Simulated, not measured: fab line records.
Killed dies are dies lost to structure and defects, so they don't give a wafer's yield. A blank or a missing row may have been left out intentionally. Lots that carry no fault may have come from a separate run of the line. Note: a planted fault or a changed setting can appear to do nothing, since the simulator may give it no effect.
Chamber matching || flow gf180mcu || GF_V5_CMP_04 on cmp-02: 4 sister chambers
The step polishes SiO2. 4 wafers are shown with their chamber, then 7 later ones without.

## WAFERS PAIRED WITH THEIR CHAMBERS
{"wafer": "L230.1", "chamber": 3, "motorCurrentA (A)": 10.7}
{"wafer": "L230.6", "chamber": 1, "motorCurrentA (A)": 13.3}
{"wafer": "L235.3", "chamber": 0, "motorCurrentA (A)": 13.0}
{"wafer": "L235.5", "chamber": 2, "motorCurrentA (A)": 10.0}

## WAFERS WITH NO CHAMBER GIVEN
{"wafer": "L235.6", "motorCurrentA (A)": 12.3}
{"wafer": "L237.3", "motorCurrentA (A)": 10.5}
{"wafer": "L237.4", "motorCurrentA (A)": 11.1}
{"wafer": "L237.6", "motorCurrentA (A)": 10.9}
{"wafer": "L239.2", "motorCurrentA (A)": 10.2}
{"wafer": "L239.3", "motorCurrentA (A)": 12.4}
{"wafer": "L239.4", "motorCurrentA (A)": 11.5}

## WHICH CHAMBER EACH WENT THROUGH
{"wafer": "L235.6", "from the rows above": "can't be placed: 0 or 1 or 3", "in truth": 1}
{"wafer": "L237.3", "from the rows above": "can't be placed: 3 or 2", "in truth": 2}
{"wafer": "L237.4", "from the rows above": "can't be placed: 3 or 2", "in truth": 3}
{"wafer": "L237.6", "from the rows above": "can't be placed: 3 or 2", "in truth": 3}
{"wafer": "L239.2", "from the rows above": "can't be placed: 2 or 3", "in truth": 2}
{"wafer": "L239.3", "from the rows above": "can't be placed: 0 or 1", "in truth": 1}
{"wafer": "L239.4", "from the rows above": "can't be placed: 3 or 0 or 2 or 1", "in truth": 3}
Placed correctly: 0 of 7. These rows do not allow placing 7 (true chamber among the candidates in 7). Placed wrongly: 0.
How it was worked out, from the rows above alone: a wafer's distance from a chamber is the root of the sum, over the readings, of the square of ((its reading less the chamber's mean) divided by the reading's scatter). If the next closest chamber is less than 2 further off than the closest, the wafer can't be placed; otherwise it belongs to the closest. Each chamber's mean is taken over the wafers shown for it. The scatter: with one shown wafer a chamber, the root of the mean of the squares of how far each hidden wafer lies from its nearest shown one.
